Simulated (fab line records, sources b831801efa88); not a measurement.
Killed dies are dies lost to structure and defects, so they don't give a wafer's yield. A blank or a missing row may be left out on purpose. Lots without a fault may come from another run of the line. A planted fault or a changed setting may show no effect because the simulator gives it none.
Which tool did it? | flow gf180mcu | 13 lots, 39 wafers sampled, at 2 steps of a route of 602

WHAT THE GAUGES READ, wafer by wafer
GF_M2_CD_MEAS_14: target cd 280 nm.
lot  | measured     | on        | cd_nm (nm)
L388 | day 20 06:41 | cd_sem-02 | 280.7 282.4 279.7
L390 | day 20 14:42 | cd_sem-02 | 279.3 279.4 279.1
L389 | day 20 19:14 | cd_sem-01 | 281.4 282.6 281.7
L391 | day 21 01:46 | cd_sem-02 | 280.4 281.8 282.4
L393 | day 21 14:20 | cd_sem-02 | 281.2 280.9 280.2
L395 | day 22 13:34 | cd_sem-02 | 280.9 281.5 283.3
L396 | day 23 00:39 | cd_sem-01 | 280.9 280.3 281.0
L397 | day 23 02:40 | cd_sem-01 | 279.6 280.8 279.5
L400 | day 23 23:15 | cd_sem-01 | 279.5 280.3 281.3
L402 | day 24 16:13 | cd_sem-02 | 278.1 278.6 277.5
L404 | day 25 03:55 | cd_sem-02 | 279.5 279.4 278.9
L406 | day 25 20:16 | cd_sem-01 | 281.2 280.4 281.4
L407 | day 26 07:33 | cd_sem-02 | 279.5 279.4 279.3

GF_M2_OVL_MEAS_15.
lot  | measured     | on         | M2_OVL (nm)
L388 | day 20 06:47 | overlay-02 | -10 -8 -5
L390 | day 20 14:47 | overlay-01 | 6 6 12
L389 | day 20 19:19 | overlay-01 | 8 -1 0
L391 | day 21 01:53 | overlay-02 | 3 14 13
L393 | day 21 14:28 | overlay-02 | -5 -3 -3
L395 | day 22 13:41 | overlay-02 | -3 -4 2
L396 | day 23 00:46 | overlay-01 | -1 2 -5
L397 | day 23 02:47 | overlay-02 | 7 -3 9
L400 | day 23 23:22 | overlay-01 | 7 4 2
L402 | day 24 16:20 | overlay-02 | -8 -3 8
L404 | day 25 04:02 | overlay-01 | 5 -9 0
L406 | day 25 20:21 | overlay-02 | -8 4 -6
L407 | day 26 07:40 | overlay-01 | -2 -8 -4

WHICH TOOL RAN EACH LOT (tool, then ch and the chambers of the sampled wafers, then the start)
The record holds no process step before these readings.

WHAT THE TOOLS THEMSELVES READ (means of the sampled wafers that have a number; where no wafer has one, the mark that the record gives instead)
The record holds no such reading with a usual standard deviation.

THE ANSWER, worked out from the rows above alone
Rule: what is usual is taken from the lots themselves. Put in order of their means at a reading, lots are off if they are a third of the lots or fewer, leave a main group of 4 or more, and stand apart from it by a gap of 3 or more times the standard deviation of the main group's means; of several such gaps the widest counts. A main group whose means are all the same, to the digits that the tables above print for the reading, isn't used. A lot without any number at a reading at which 4 lots or more have one is off too. The other lots that the step has rows for count as sound. The gauges are gone through in route order, then the tools' own readings, and for those a lot's mean is taken as printed above. The first step at which some lot is off is used, and at that step the reading that is off furthest; a lot without a number counts as furthest.
No lot is off at any reading shown: from this, nothing can be told.

WHAT THE SIMULATOR HAD PUT IN
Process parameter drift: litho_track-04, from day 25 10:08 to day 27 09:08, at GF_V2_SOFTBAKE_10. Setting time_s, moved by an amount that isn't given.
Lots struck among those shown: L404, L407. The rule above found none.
